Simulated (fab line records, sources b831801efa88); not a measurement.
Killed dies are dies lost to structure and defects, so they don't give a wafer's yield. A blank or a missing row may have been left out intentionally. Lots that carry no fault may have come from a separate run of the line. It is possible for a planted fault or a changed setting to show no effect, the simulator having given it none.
One fault seen from 2 desks	flow sky130	each desk has only its own numbers; what lay behind them comes last

## FOR THE TOOL OWNER'S DESK: wet_bench-02
The tool's own readings at SKY_FIELD_ISO_WET_ETCH_28 (etches SiO2 in dHF, target depth 23.7 nm, time 47 s): means of the sampled wafers that have a number, for each lot that ran on this tool. The brackets show how far a lot's mean lies from the usual mean; more than 4 standard deviations puts the lot out of limits, marked OUT.
Columns: A = bath_heat_duty_pct at SKY_FIELD_ISO_WET_ETCH_28, usual 6.3 %; B = temp_c at SKY_FIELD_ISO_WET_ETCH_28, usual 25.00 C
lot	first seen here	A	B
L971	day 2 09:59	6.8	25.00
L976	day 3 12:15	6.4	25.05
L981	day 4 14:33	29.6 (+41) OUT	41.89 (+99 or more) OUT
L983	day 4 23:14	30.8 (+43) OUT	41.96 (+99 or more) OUT
L985	day 5 12:35	30.1 (+42) OUT	41.93 (+99 or more) OUT
This desk's finding: out of limits on L981, L983, L985; first on L981, day 4 14:33 (bath_heat_duty_pct at SKY_FIELD_ISO_WET_ETCH_28). L971, L976: within limits.

## METROLOGY DESK
What the gauges read for every lot (on any tool): the sampled wafers with a number, averaged. The brackets show how far a lot's mean lies from the usual mean; more than 4 standard deviations puts the lot out of limits, marked OUT.
Columns: A = VT_ADJUST_LVTN_2_TW at SKY_VT_ADJUST_LVTN_TW_MEAS_21, usual 186.8
lot	first seen here	A
L971	day 7 15:40	184.6
L972	day 7 22:43	187.7
L973	day 8 07:24	185.9
L976	day 9 04:17	188.6
L980	day 10 15:23	186.3
L981	day 10 15:40	184.9
L982	day 10 18:13	185.4
L983	day 10 21:37	185.7
L985	day 11 16:11	186.0
L986	day 11 21:04	189.2
L990	day 13 15:31	186.1
L991	day 13 16:28	185.9
L994	day 14 17:04	188.3
Finding of this desk: none of the 13 lots has anything out of limits.

## ALL TOGETHER
An alarm could have come from the tool owner's desk at day 4 14:33, on L981, L983, L985.
Metrology desk: nothing out of limits seen.
The metrology desk holds a record of L981, L983, L985, inside its limits.
Every lot named ran SKY_FIELD_ISO_WET_ETCH_28 on wet_bench-02.

## WHAT WAS PUT IN BY THE SIMULATOR
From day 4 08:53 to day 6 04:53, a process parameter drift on wet_bench-02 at SKY_FIELD_ISO_WET_ETCH_28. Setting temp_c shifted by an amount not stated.
Struck lots among those shown: L981, L983, L985.
Each desk's first reading out of limits, in hours after the fault started: the tool owner's desk, 6.
